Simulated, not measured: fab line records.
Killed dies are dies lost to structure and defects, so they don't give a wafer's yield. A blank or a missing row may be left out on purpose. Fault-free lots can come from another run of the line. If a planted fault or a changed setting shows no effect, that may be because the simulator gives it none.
Which tool is to blame? | flow sky130 | 11 lots, 33 wafers sampled, at 3 steps of a route of 708

WHAT EACH GAUGE READ, for each wafer
SKY_CAP2M_OVL_MEAS_12.
lot  | measured     | on         | CAP2M_OVL (nm)
L412 | day 42 07:51 | overlay-02 | -2.2 -1.9 -0.6
L413 | day 42 12:25 | overlay-01 | -2.0 -0.5 -0.9
L414 | day 42 20:29 | overlay-02 | 3.1 0.3 -0.5
L415 | day 42 21:23 | overlay-01 | -3.1 -1.1 -1.9
L416 | day 43 09:14 | overlay-01 | -1.6 -2.1 -4.2
L418 | day 44 11:01 | overlay-01 | 0.3 -0.7 1.4
L419 | day 44 13:09 | overlay-01 | -0.3 1.0 -1.7
L420 | day 44 16:02 | overlay-02 | -0.7 -2.0 1.2
L423 | day 45 07:22 | overlay-02 | -0.5 -2.0 -2.1
L424 | day 45 10:52 | overlay-02 | -1.6 -1.5 -1.0
L428 | day 46 10:47 | overlay-01 | -0.4 -0.6 -1.0

EACH LOT AND THE TOOL THAT RAN IT (in order: tool; ch and the chambers of the sampled wafers; start)
lot  | SKY_METAL3_DESCUM_15              | SKY_METAL3_ETCH_17
L412 | rie_metal-03 ch 0,1, day 40 04:49 | rie_diel-02 ch 0,2,3, day 40 04:57
L413 | rie_metal-04 ch 0,1, day 40 08:54 | rie_diel-03 ch 0,2,3, day 40 09:02
L414 | rie_metal-04 ch 0,1, day 40 18:21 | rie_diel-03 ch 1,2,3, day 40 18:29
L415 | rie_metal-04 ch 0,1, day 40 19:40 | rie_diel-02 ch 0,2,3, day 40 19:48
L416 | rie_metal-03 ch 0,1, day 41 07:37 | rie_diel-04 ch 0,2,3, day 41 07:45
L418 | rie_metal-03 ch 0, day 42 10:46   | rie_diel-03 ch 0,1,2, day 42 11:01
L419 | rie_metal-01 ch 0,1, day 42 12:55 | rie_diel-03 ch 0,1, day 42 13:02
L420 | rie_metal-04 ch 0,1, day 42 16:16 | rie_diel-03 ch 0,1,2, day 42 16:23
L423 | rie_metal-04 ch 0,1, day 43 09:04 | rie_diel-04 ch 1,3, day 43 09:12
L424 | rie_metal-04 ch 0, day 43 11:45   | rie_diel-02 ch 0,1,3, day 43 11:53
L428 | rie_metal-01 ch 0,1, day 44 13:02 | rie_diel-04 ch 0,2,3, day 44 13:09
- SKY_METAL3_DESCUM_15: chemistry O2, time 8 s.
- SKY_METAL3_ETCH_17: etches SiO2 in C4F8/O2/Ar, stops on TiN, time 3.9 s, target depth 15 nm.

THE ANSWER, worked out from the rows above alone
Rule: usual is defined by the lots themselves. Put in order of their means at a reading, lots are off if they are a third of the lots or fewer, leave a main group of 4 or more, and stand apart from it by a gap of 3 or more times the standard deviation of the main group's means; of several such gaps the widest counts. Not used: any main group whose means are identical at the precision the tables above print for the reading. A lot without any number at a reading at which 4 lots or more have one is off too. Where the step has rows for the other lots, those lots are counted as sound.
Nothing can be told from this: no lot is off at any reading shown.

WHAT WAS PUT IN BY THE SIMULATOR
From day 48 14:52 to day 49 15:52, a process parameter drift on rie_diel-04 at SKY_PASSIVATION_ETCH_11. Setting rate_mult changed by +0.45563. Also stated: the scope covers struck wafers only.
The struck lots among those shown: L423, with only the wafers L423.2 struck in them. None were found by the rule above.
